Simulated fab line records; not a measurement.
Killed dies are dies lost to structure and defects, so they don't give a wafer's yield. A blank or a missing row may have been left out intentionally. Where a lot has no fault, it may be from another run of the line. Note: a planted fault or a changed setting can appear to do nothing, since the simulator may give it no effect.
2 desks, one fault -- flow gf180mcu -- what lay behind the numbers comes last; until then each desk has only its own

## AT THE METROLOGY DESK
What the gauges read, lot by lot, whatever tool the lot ran on: means of the sampled wafers that have a number. Marked OUT: a lot whose mean sits more than 4 standard deviations from the usual mean, which makes it out of limits; the brackets give that distance.
Columns: A = TOP_METAL_ALCU_THK at GF_TOP_METAL_THK_MEAS_06, usual 900 nm; B = PASSIVATION_CVD_00_THK at GF_PASSIVATION_THK_MEAS_01, usual 1004 nm; C = PASSIVATION_CVD_02_THK at GF_PASSIVATION_THK_MEAS_03, usual 697 nm
lot,first seen here,A,B,C
L245,day 28 13:13,901,1009,703
L246,day 28 22:16,899,1001,702
L247,day 29 13:44,902,1018,720
L250,day 30 01:14,898,987,685
L251,day 30 07:53,902,1007,710
L252,day 30 12:32,924,1000,686
L253,day 30 15:45,880,1001,701
L254,day 31 06:50,898,1000,688
L257,day 31 19:30,906,1109 (+8.1) OUT,694
L259,day 32 07:10,910,1113 (+8.4) OUT,702
L265,day 33 20:05,903,989,694
This desk finds L257, L259 out of limits, with the earliest case on L257 at day 32 13:14 (PASSIVATION_CVD_00_THK at GF_PASSIVATION_THK_MEAS_01). L245, L246, L247, L250, L251, L252, L253, L254, L265: within limits.

## FOR THE TOOL OWNER'S DESK: pecvd-04
The tool's own readings at GF_PASSIVATION_CVD_00 (deposits SiO2 from TEOS, target thk 1000 nm, time 111.95 s): means of the sampled wafers that have a number, for each lot that ran on this tool. Marked OUT: a lot whose mean sits more than 4 standard deviations from the usual mean, which makes it out of limits; the brackets give that distance.
Columns: A = heater-power-w at GF_PASSIVATION_CVD_00, usual 703 W; B = rf-fwd-power-W at GF_PASSIVATION_CVD_00, usual 597.5 W
lot,first seen here,A,B
L245,day 29 08:49,643,598.3
L246,day 29 18:23,649,597.2
L247,day 30 09:18,716,597.4
L252,day 31 07:50,718,598.8
L253,day 31 10:41,669,597.6
L257,day 32 13:09,530,838.8 (+99 or more) OUT
L259,day 33 00:18,589,837.3 (+99 or more) OUT
This desk's verdict: out of limits on L257, L259, starting with L257 at day 32 13:09 (rf-fwd-power-W at GF_PASSIVATION_CVD_00). L245, L246, L247, L252, L253: within limits.

## BROUGHT TOGETHER
An alarm could have come from the tool owner's desk at day 32 13:09, on L257, L259.
At day 32 13:14 the metrology desk could have sounded an alarm, on L257, L259.
GF_PASSIVATION_CVD_00 was run on pecvd-04 by each of the lots named.

## WHAT THE SIMULATOR HAD PUT IN
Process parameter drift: pecvd-04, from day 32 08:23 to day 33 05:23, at GF_PASSIVATION_CVD_00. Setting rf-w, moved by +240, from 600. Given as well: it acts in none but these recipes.
Lots struck among those shown: L257, L259.
Delay (hours) between the fault's onset and each desk's first out-of-limits reading: 5 at the tool owner's desk, 5 at the metrology desk.
